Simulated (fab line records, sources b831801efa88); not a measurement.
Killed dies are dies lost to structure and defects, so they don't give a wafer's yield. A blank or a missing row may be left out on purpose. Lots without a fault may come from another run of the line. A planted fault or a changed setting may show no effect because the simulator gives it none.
Which tool did it? | flow sky130 | 12 lots, 36 wafers sampled, at 1 step of a route of 708

WHAT THE GAUGES READ, wafer by wafer
SKY_NWELL_THK_MEAS_02.
lot  | measured    | on            | NWELL_OXIDATION_THK (nm)
L074 | day 3 03:23 | film_metro-01 | 9.81 10.06 10.09
L077 | day 3 15:51 | film_metro-03 | 9.81 9.79 9.74
L079 | day 3 21:58 | film_metro-04 | 9.89 9.94 9.95
L081 | day 4 11:31 | film_metro-04 | 10.19 10.25 10.17
L083 | day 4 17:11 | film_metro-04 | 9.91 9.77 9.83
L085 | day 5 01:22 | film_metro-01 | 9.80 9.71 9.69
L087 | day 5 08:26 | film_metro-03 | 10.01 9.86 10.02
L089 | day 5 20:28 | film_metro-01 | 9.90 9.92 9.68
L091 | day 6 08:22 | film_metro-03 | 10.39 10.32 10.13
L093 | day 6 15:08 | film_metro-03 | 10.11 10.24 10.09
L095 | day 7 01:49 | film_metro-04 | 10.01 9.98 10.03
L097 | day 7 11:39 | film_metro-04 | 9.85 9.95 10.00

WHICH TOOL RAN EACH LOT (tool, then ch and the chambers of the sampled wafers, then the start)
The record holds no process step before these readings.

THE ANSWER, worked out from the rows above alone
Rule: what is usual is taken from the lots themselves. Put in order of their means at a reading, lots are off if they are a third of the lots or fewer, leave a main group of 4 or more, and stand apart from it by a gap of 3 or more times the standard deviation of the main group's means; of several such gaps the widest counts. A main group whose means are all the same, to the digits that the tables above print for the reading, isn't used. A lot without any number at a reading at which 4 lots or more have one is off too. The other lots that the step has rows for count as sound.
No lot is off at any reading shown: from this, nothing can be told.

WHAT THE SIMULATOR HAD PUT IN
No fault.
